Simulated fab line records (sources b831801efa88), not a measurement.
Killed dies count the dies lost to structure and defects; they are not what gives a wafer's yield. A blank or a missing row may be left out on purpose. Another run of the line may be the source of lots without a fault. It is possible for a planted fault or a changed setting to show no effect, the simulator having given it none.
Which tool did it? + flow sky130 + 14 lots, 42 wafers sampled, at 1 step of a route of 708

== WHAT THE GAUGES SHOWED, per wafer ==
Not one reading of a measure or inspect step in the record can be checked against a usual standard deviation.

== EACH LOT AND THE TOOL THAT RAN IT (in order: tool; ch and the chambers of the sampled wafers; start) ==
| lot  | SKY_METAL1_SPUTTER_03        |
|------|------------------------------|
| L439 | pvd_sputter-02, day 32 22:07 |
| L441 | pvd_sputter-02, day 33 20:56 |
| L440 | pvd_sputter-02, day 33 22:40 |
| L443 | pvd_sputter-02, day 34 01:30 |
| L442 | pvd_sputter-02, day 34 13:31 |
| L445 | pvd_sputter-03, day 35 03:32 |
| L447 | pvd_sputter-04, day 35 10:55 |
| L446 | pvd_sputter-04, day 35 12:58 |
| L451 | pvd_sputter-04, day 36 17:40 |
| L449 | pvd_sputter-04, day 36 18:59 |
| L452 | pvd_sputter-04, day 36 20:12 |
| L450 | pvd_sputter-02, day 36 23:23 |
| L456 | pvd_sputter-02, day 37 15:40 |
| L457 | pvd_sputter-02, day 37 17:14 |
- SKY_METAL1_SPUTTER_03: material Ti, target thk 5 nm, time 3.3 s.

== WHAT THE TOOLS THEMSELVES READ (means of the sampled wafers that have a number; where no wafer has one, the mark that the record gives instead) ==
SKY_METAL1_SPUTTER_03.
| lot  | tool           | cathode_dc_power_W (W) | chamber_pressure_pa (Pa) | throttle_valve_pct (%) |
|------|----------------|------------------------|--------------------------|------------------------|
| L439 | pvd_sputter-02 | 2999.7                 | 0.3998                   | 31.4                   |
| L441 | pvd_sputter-02 | 2999.8                 | 0.4004                   | 30.8                   |
| L440 | pvd_sputter-02 | 2999.7                 | 0.3989                   | 30.9                   |
| L443 | pvd_sputter-02 | 2999.4                 | 0.3995                   | 31.4                   |
| L442 | pvd_sputter-02 | 3000.1                 | 0.4005                   | 30.8                   |
| L445 | pvd_sputter-03 | 3000.2                 | 0.3999                   | 30.3                   |
| L447 | pvd_sputter-04 | 2999.9                 | 0.4001                   | 30.1                   |
| L446 | pvd_sputter-04 | 2999.8                 | 0.4002                   | 30.2                   |
| L451 | pvd_sputter-04 | 3000.1                 | 0.4004                   | 30.1                   |
| L449 | pvd_sputter-04 | 3000.1                 | 0.4000                   | 30.2                   |
| L452 | pvd_sputter-04 | -                      | -                        | -                      |
| L450 | pvd_sputter-02 | -                      | -                        | -                      |
| L456 | pvd_sputter-02 | 3000.1                 | 0.4002                   | 30.9                   |
| L457 | pvd_sputter-02 | 3000.5                 | 0.3989                   | 31.7                   |

== THE ANSWER, worked out from the rows above alone ==
Rule: usual is defined by the lots themselves. The widest of any qualifying gaps counts: lots, ordered by their means at a reading, are off when they make up no more than a third of the lots, leave a main group of 4 or more, and stand apart from it by 3 or more times the standard deviation of that group's means. A main group whose means are all the same, to the digits that the tables above print for the reading, isn't used. Also off: a lot with no number at a reading for which 4 or more lots have one. The other lots that the step has rows for count as sound. The gauges are gone through in route order, then the tools' own readings, and for those a lot's mean is taken as printed above. The first step at which some lot is off is used, and at that step the reading that is off furthest; a lot without a number counts as furthest.
Off: L452, L450, at SKY_METAL1_SPUTTER_03 (cathode_dc_power_W). Without a number there: L452, L450. Main group: mean 2999.9 W, sd 0.28.
A tool fits if, at that step or a process step before it, it ran every lot that is off, and no sound lot after the first of them. No candidate that was tried fits.

== WHAT THE SIMULATOR PUT IN ==
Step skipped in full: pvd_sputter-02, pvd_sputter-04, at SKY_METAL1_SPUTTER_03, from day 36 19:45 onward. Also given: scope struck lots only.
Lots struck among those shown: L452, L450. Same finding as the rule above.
